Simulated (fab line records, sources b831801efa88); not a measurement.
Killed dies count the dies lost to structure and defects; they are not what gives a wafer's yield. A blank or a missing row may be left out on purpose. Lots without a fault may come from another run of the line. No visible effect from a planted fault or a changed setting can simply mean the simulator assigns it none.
8D (eight disciplines) problem report, filled in by code    flow sky130    the parts of the form that need people (team, actions taken, sign-off) are left out

== 1. THE PROBLEM ==
Mean of oes product au at SKY_VIA3_ETCH_14: 0.997 a.u. across 2 wafers in 2 lots; on wafers with no fault it is 0.855 a.u. (standard deviation 0.0044). Measured from the usual mean, that is +32 standard deviations.
The step: etches BARC in N2/H2, stops on SiO2, time 45.9 s, target depth 60 nm.
The first sign was on wafer L627.2 at day 44 16:19, on rie diel-01. The record has a number at this step for 41 wafers belonging to 14 lots. Rule for "out", or "out of limits": more than 4 standard deviations from the usual mean. The other wafers with a number count as sound.

== 2. WHAT IT IS, AND WHAT IT ISN'T ==
question                     is                            is not
which readings at this step  oes product au, run length s  -
which lots                   L627, L628                    L611, L613, L614, L615, L616, L617, L618, L619, L620, L631, L632, L633
which wafers of those lots   L627.2, L628.6                L627.1, L628.1, L628.4
read on which tools          rie diel-01                   rie diel-02, rie diel-04
when                         from day 44 16:19             up to then (28 sound wafers); but 11 sound wafers of L628, L631, L632, L633 came after

== 3. SUSPECTS, AND WHAT RULES EACH OUT ==
Counting: a tool at a process step up to the reading stays a suspect if it ran every lot that is out. Sound lots after the first of them don't rule it out here, since some wafers of a struck lot are sound.
- rie diel-01 at SKY_VIA3_ETCH_14 (etches BARC in N2/H2, stops on SiO2, time 45.9 s, target depth 60 nm): kept. Ran every lot that is out, first one L627 (day 44 16:19); last sound lot up to then L617 (day 41 08:29). On those wafers its own readings are out: oes product au, run length s.
The count leaves rie diel-01 at SKY_VIA3_ETCH_14.

== 4. THE CAUSE (what the simulator had put in) ==
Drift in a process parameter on rie diel-01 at SKY_VIA3_ETCH_14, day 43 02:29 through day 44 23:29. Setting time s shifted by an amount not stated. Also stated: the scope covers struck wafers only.
Only this tool survived the counting.

== 5. SEQUENCE OF EFFECTS, ordered by route ==
Each row: a reading where the mean over the struck wafers with a number is more than 3 standard deviations away from the usual. Only readings whose record carries a usual standard deviation are examined. hours: median over the lots of the time between each lot's start at the first step of this table that gives one and its start at this step. sigmas: the change, counted in usual standard deviations.
hours  step               reading                   usual       on struck wafers  change  sigmas
0      SKY_VIA3_ETCH_14   oes product au            0.855 a.u.  0.997             +0.142  +32
0      SKY_VIA3_ETCH_14   run length s              74.3 s      64.2              -10.1   -24
0      SKY_VIA3_STRIP_16  strip time to endpoint s  4.137 s     4.253             +0.116  +4.8
The process steps in it:
- SKY_VIA3_ETCH_14: etches BARC in N2/H2, stops on SiO2, time 45.9 s, target depth 60 nm.
- SKY_VIA3_STRIP_16: strips in O2/N2.

== 6. WHAT WOULD HAVE CAUGHT IT SOONER ==
In this record the first reading out of limits was taken at day 44 16:19, 38 hours after the fault began at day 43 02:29.
